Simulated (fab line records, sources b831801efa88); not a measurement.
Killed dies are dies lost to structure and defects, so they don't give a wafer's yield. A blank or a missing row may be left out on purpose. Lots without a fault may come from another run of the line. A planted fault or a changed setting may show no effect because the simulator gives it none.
Which tool did it? | flow gf180mcu | 11 lots, 33 wafers sampled, at 4 steps of a route of 602

WHAT THE GAUGES READ, wafer by wafer
GF_V3_THK_MEAS_03.
lot  | measured     | on            | V3_CVD_02_THK (nm)
L371 | day 21 00:56 | film_metro-03 | 835 849 851
L372 | day 21 19:27 | film_metro-01 | 841 840 847
L373 | day 22 00:03 | film_metro-02 | 841 853 863
L374 | day 22 17:07 | film_metro-02 | 840 852 850
L375 | day 23 15:49 | film_metro-02 | 854 849 859
L378 | day 24 06:35 | film_metro-02 | 839 842 861
L377 | day 24 22:44 | film_metro-01 | 831 832 849
L381 | day 25 12:16 | film_metro-02 | 849 849 858
L382 | day 26 02:17 | film_metro-02 | 834 842 856
L384 | day 26 07:33 | film_metro-03 | 837 830 847
L385 | day 26 22:53 | film_metro-01 | 834 1179 837

WHICH TOOL RAN EACH LOT (tool, then ch and the chambers of the sampled wafers, then the start)
lot  | GF_SALICIDE_RTA_08               | GF_CONTACT_ETCH_16                 | GF_V3_CVD_02
L371 | rtp_anneal-01 ch 0, day 14 22:47 | rie_diel-02 ch 0,2, day 15 21:43   | pecvd-01 ch 1,2, day 21 00:51
L372 | rtp_anneal-02 ch 0, day 15 13:43 | rie_diel-02 ch 2,3, day 16 12:45   | pecvd-03 ch 0,1,2, day 21 19:22
L373 | rtp_anneal-02 ch 0, day 15 16:31 | rie_diel-04 ch 0,1,2, day 16 15:51 | pecvd-01 ch 0,1,2, day 21 23:59
L374 | rtp_anneal-02 ch 0, day 16 11:13 | rie_diel-04 ch 0,1, day 17 10:42   | pecvd-03 ch 0,2, day 22 17:03
L375 | rtp_anneal-01 ch 0, day 17 10:19 | rie_diel-04 ch 2,3, day 18 09:07   | pecvd-04 ch 0,1,2, day 23 15:45
L378 | rtp_anneal-01 ch 0, day 18 02:04 | rie_diel-03 ch 1,3, day 18 23:38   | pecvd-01 ch 0,1,2, day 24 06:31
L377 | rtp_anneal-01 ch 0, day 18 14:27 | rie_diel-02 ch 0,2,3, day 19 15:53 | pecvd-03 ch 1,2, day 24 22:40
L381 | rtp_anneal-02 ch 0, day 19 08:08 | rie_diel-04 ch 0,1, day 20 08:40   | pecvd-04 ch 0,2, day 25 12:09
L382 | rtp_anneal-01 ch 0, day 19 23:10 | rie_diel-03 ch 0,1,2, day 21 00:07 | pecvd-01 ch 0,1, day 26 02:12
L384 | rtp_anneal-02 ch 0, day 20 06:52 | rie_diel-02 ch 0,1,2, day 21 07:58 | pecvd-01 ch 1,2, day 26 07:29
L385 | rtp_anneal-02 ch 0, day 20 21:20 | rie_diel-03 ch 0,2,3, day 21 22:07 | pecvd-01 ch 0,1, day 26 22:49
- GF_SALICIDE_RTA_08: time 30 s.
- GF_CONTACT_ETCH_16: etches BARC in N2/H2.
- GF_V3_CVD_02: deposits SiO2 from TEOS, target thk 850 nm, time 94.851 s.

THE ANSWER, worked out from the rows above alone
Rule: what is usual is taken from the lots themselves. Put in order of their means at a reading, lots are off if they are a third of the lots or fewer, leave a main group of 4 or more, and stand apart from it by a gap of 3 or more times the standard deviation of the main group's means; of several such gaps the widest counts. A main group whose means are all the same, to the digits that the tables above print for the reading, isn't used. A lot without any number at a reading at which 4 lots or more have one is off too. The other lots that the step has rows for count as sound.
Off: L385, at GF_V3_THK_MEAS_03 (V3_CVD_02_THK). The main group: mean 846 nm, standard deviation 5.5.
A tool fits if, at a process step before that reading, it ran every lot that is off, and no sound lot after the first of them. The gauges at GF_V3_THK_MEAS_03 are tried like those tools. Can't be told from this: 4 tools fit, rtp_anneal-02 at GF_SALICIDE_RTA_08, rie_diel-03 at GF_CONTACT_ETCH_16, pecvd-01 at GF_V3_CVD_02, film_metro-01 at GF_V3_THK_MEAS_03.

WHAT THE SIMULATOR HAD PUT IN
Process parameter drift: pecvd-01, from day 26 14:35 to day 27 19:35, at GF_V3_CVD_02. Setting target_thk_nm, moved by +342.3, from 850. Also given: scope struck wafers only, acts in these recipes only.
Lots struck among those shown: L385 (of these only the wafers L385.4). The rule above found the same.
